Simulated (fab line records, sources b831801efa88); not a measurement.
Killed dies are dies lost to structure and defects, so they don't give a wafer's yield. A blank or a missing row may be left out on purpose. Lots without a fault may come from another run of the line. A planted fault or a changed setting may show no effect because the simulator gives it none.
Problem report in the 8D (eight disciplines) form, filled by code | flow sky130 | the parts of the form that need people (team, actions taken, sign-off) are left out

1. THE PROBLEM
cathode_dc_power_W at SKY_METAL3_SPUTTER_01 reads a mean of 6973.2 W on 2 wafers of 2 lots; wafers without a fault read 6499.9 W with a standard deviation of 1.3. That is +99 or more standard deviations from the usual mean.
The step: material TiN, target thk 20 nm, time 16.7 s.
First seen on wafer L913.5, day 39 03:20, on pvd_sputter-02. The record holds 18 wafers of 6 lots with a number at this step. Rule for "out", or "out of limits": more than 4 standard deviations from the usual mean. The other wafers with a number count as sound.

2. WHAT IT IS AND WHAT IT IS NOT
question                    | is                 | is not
which readings at this step | cathode_dc_power_W | throttle_valve_pct
which lots                  | L913, L916         | L908, L909, L926, L927
which wafers of those lots  | L913.5, L916.6     | L913.1, L913.2, L916.1, L916.5
read on which tools         | pvd_sputter-02     | pvd_sputter-03
when                        | from day 39 03:20  | up to then (8 sound wafers); but 8 sound wafers of L916, L926, L927 came after

3. SUSPECTS, AND WHAT RULES EACH OUT
Counting: a tool at a process step up to the reading stays a suspect if it ran every lot that is out. Sound lots after the first of them don't rule it out here, since some wafers of a struck lot are sound.
- rie_diel-01 at SKY_VIA2_ETCH_15 (etches SiO2 in C4F8/O2/Ar, stops on TiN, target depth 546 nm, time 84 s): kept. It ran every lot that is out, first L913 (day 39 01:58); its last sound lot up to then is L909 (day 37 12:02).
- plasma_asher-03 at SKY_VIA2_STRIP_16 (strips in O2/N2): kept. It ran every lot that is out, first L913 (day 39 02:02).
- pvd_sputter-02 at SKY_METAL3_SPUTTER_00 (material Ti, target thk 15 nm, time 10 s): kept. It ran every lot that is out, first L913 (day 39 03:18); its last sound lot up to then is L909 (day 37 13:23).
- pvd_sputter-02 at SKY_METAL3_SPUTTER_01 (material TiN, target thk 20 nm, time 16.7 s): kept. It ran every lot that is out, first L913 (day 39 03:20); its last sound lot up to then is L909 (day 37 13:25). Its own readings are out on those wafers: cathode_dc_power_W.
Left after counting: rie_diel-01 at SKY_VIA2_ETCH_15, plasma_asher-03 at SKY_VIA2_STRIP_16, pvd_sputter-02 at SKY_METAL3_SPUTTER_00, pvd_sputter-02 at SKY_METAL3_SPUTTER_01.

4. THE CAUSE (what the simulator had put in)
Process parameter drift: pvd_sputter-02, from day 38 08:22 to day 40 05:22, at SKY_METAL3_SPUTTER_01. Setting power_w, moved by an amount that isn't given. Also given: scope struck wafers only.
Counting left 4 suspects, and this tool is among them.

5. THE CHAIN OF EFFECTS, in route order
Each row: a reading whose mean over the struck wafers that have a number lies more than 3 standard deviations from the usual. Only readings for which the record gives a usual standard deviation are gone through. hours: the time from each lot's start at the first step in this table that gives one to its start at this step, as a median over the lots. sigmas: the change in usual standard deviations.
hours | step                  | reading            | usual    | on struck wafers | change | sigmas
0     | SKY_METAL3_SPUTTER_01 | cathode_dc_power_W | 6499.9 W | 6973.2           | +473.4 | +99 or more
The process steps in it:
- SKY_METAL3_SPUTTER_01: material TiN, target thk 20 nm, time 16.7 s.

6. WHAT WOULD HAVE CAUGHT IT SOONER
In this record the first reading out of limits was taken at day 39 03:20, 19 hours after the fault began at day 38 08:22.
